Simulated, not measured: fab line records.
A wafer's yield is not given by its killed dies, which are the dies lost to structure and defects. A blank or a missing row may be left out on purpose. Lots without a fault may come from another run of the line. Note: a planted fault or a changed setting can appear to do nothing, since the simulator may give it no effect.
Chamber matching + flow sfq_line + pecvd-03 running SFQ_TRILAYER_A5B_DEP_PECVD_129: 3 sister chambers
The step deposits SiO2 from SiH4/N2O, time 133.33 s, target thk 600 nm. 17 wafers are shown with their chamber, then 8 later ones without.

== EACH WAFER AND ITS CHAMBER ==
| wafer  | chamber | throttle_valve_pct (%) | heater_power_outer_w (W) | heater_power_w (W) |
|--------|---------|------------------------|--------------------------|--------------------|
| L157.1 | 0       | 25.0                   | 42                       | 92                 |
| L157.2 | 2       | 27.5                   | 17                       | 56                 |
| L157.5 | 2       | 26.9                   | 18                       | 58                 |
| L159.2 | 1       | 26.4                   | 27                       | 74                 |
| L159.4 | 1       | 26.7                   | 29                       | 76                 |
| L159.6 | 2       | 27.0                   | 17                       | 57                 |
| L160.3 | 0       | 25.2                   | 45                       | 94                 |
| L160.4 | 2       | 27.1                   | 18                       | 57                 |
| L160.6 | 0       | 25.3                   | 47                       | 98                 |
| L167.3 | 1       | 26.7                   | 30                       | 79                 |
| L173.1 | 0       | 25.2                   | 46                       | 97                 |
| L173.5 | 0       | 25.2                   | 35                       | 82                 |
| L173.6 | 2       | 27.3                   | 15                       | 52                 |
| L175.1 | 2       | 27.2                   | 12                       | 49                 |
| L175.2 | 0       | 25.3                   | 45                       | 98                 |
| L175.3 | 1       | 26.3                   | 30                       | 80                 |
| L176.1 | 1       | 26.5                   | 29                       | 78                 |

SIGNATURES, as means of the wafers listed above
| reading              | chamber 0 | chamber 1 | chamber 2 | scatter within a chamber |
|----------------------|-----------|-----------|-----------|--------------------------|
| throttle_valve_pct   | 25.200    | 26.520    | 27.167    | 0.173                    |
| heater_power_outer_w | 43.33     | 29.00     | 16.17     | 3.05                     |
| heater_power_w       | 93.50     | 77.40     | 54.83     | 4.42                     |
Rule: for a wafer and a chamber, the distance is found by dividing, reading by reading, the gap between the wafer's reading and the chamber's mean by the reading's scatter, squaring, summing and taking the root. If the next closest chamber is less than 2 further off than the closest, the wafer can't be placed; otherwise it belongs to the closest. The scatter is the square root of a quotient: the sum, over the shown wafers, of each reading's squared deviation from its chamber's mean, divided by wafers minus chambers.

== WAFERS WITH NO CHAMBER GIVEN ==
| wafer  | throttle_valve_pct (%) | heater_power_outer_w (W) | heater_power_w (W) |
|--------|------------------------|--------------------------|--------------------|
| L176.5 | 27.3                   | 18                       | 56                 |
| L176.6 | 25.0                   | 48                       | 99                 |
| L179.2 | 26.3                   | 30                       | 78                 |
| L179.4 | 25.3                   | 44                       | 94                 |
| L179.6 | 26.4                   | 32                       | 81                 |
| L180.2 | 25.2                   | 38                       | 87                 |
| L180.3 | 26.8                   | 31                       | 82                 |
| L180.4 | 27.3                   | 9                        | 44                 |

== EACH ONE'S CHAMBER ==
| wafer  | from the rows above | in truth |
|--------|---------------------|----------|
| L176.5 | 2                   | 2        |
| L176.6 | 0                   | 0        |
| L179.2 | 1                   | 1        |
| L179.4 | 0                   | 0        |
| L179.6 | 1                   | 1        |
| L180.2 | 0                   | 0        |
| L180.3 | 1                   | 1        |
| L180.4 | 2                   | 2        |
8 of 8 placed correctly. Can't be placed from these rows: 0. 0 placed wrongly.
